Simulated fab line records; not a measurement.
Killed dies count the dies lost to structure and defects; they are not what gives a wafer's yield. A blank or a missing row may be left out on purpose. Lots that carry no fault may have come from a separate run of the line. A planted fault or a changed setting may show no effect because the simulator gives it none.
Which tool was responsible? | flow sky130 | at 1 step of a route of 708, 15 lots with 45 wafers sampled

WHAT EACH GAUGE READ, for each wafer
SKY_GATE_OXIDE_THK_MEAS_02. Usual: GATE_OXIDE_OXIDATION_00_THK gives 10.31 nm (standard deviation 0.18).
lot  | measured     | on            | GATE_OXIDE_OXIDATION_00_THK (nm) | flag
L431 | day 13 09:25 | film metro-01 | 10.32 10.22 10.27                |
L432 | day 13 20:07 | film metro-03 | 10.15 10.14 10.21                |
L433 | day 13 23:56 | film metro-03 | 10.07 9.97 9.99                  |
L435 | day 14 06:47 | film metro-03 | 10.52 10.45 10.41                |
L437 | day 14 19:16 | film metro-01 | 10.42 10.32 10.33                |
L439 | day 15 17:28 | film metro-01 | 10.06 10.20 10.26                |
L441 | day 16 03:28 | film metro-02 | 10.48 10.38 10.52                |
L442 | day 16 11:55 | film metro-03 | 10.12 10.17 10.12                |
L444 | day 17 20:14 | film metro-02 | 10.18 10.26 10.30                |
L447 | day 18 04:54 | film metro-03 | 10.36 10.36 10.41                |
L448 | day 18 08:49 | film metro-02 | 10.22 10.06 10.29                |
L449 | day 18 20:50 | film metro-02 | 10.44 10.74 10.52                |
L452 | day 20 21:41 | film metro-01 | 10.36 10.32 10.43                |
L453 | day 21 03:22 | film metro-03 | 10.50 10.42 10.38                |
L454 | day 21 04:47 | film metro-03 | 10.40 10.29 10.43                |

EACH LOT AND THE TOOL THAT RAN IT (in order: tool; ch and the chambers of the sampled wafers; start)
Before these readings, the record contains no process step.

AS READ BY THE TOOLS THEMSELVES (means over the sampled wafers that have a number; for cases with no such wafer, the mark the record gives instead)
The record holds no such reading with a usual standard deviation.

THE ANSWER, worked out from the rows above alone
Rule: a lot is off if the mean of its wafers that have a number lies more than 3 standard deviations from the usual mean. A lot without any number at a reading at which 4 lots or more have one is off too. Any other lot the step has rows for is counted as sound. First the gauges in route order, then the tools' own readings, where a lot's mean is used as printed above. At the first step where some lot is off, the reading lying furthest off is the one used; lots without a number count as furthest.
No lot is off on any of the readings shown, so nothing can be concluded from this.

WHAT THE SIMULATOR HAD PUT IN
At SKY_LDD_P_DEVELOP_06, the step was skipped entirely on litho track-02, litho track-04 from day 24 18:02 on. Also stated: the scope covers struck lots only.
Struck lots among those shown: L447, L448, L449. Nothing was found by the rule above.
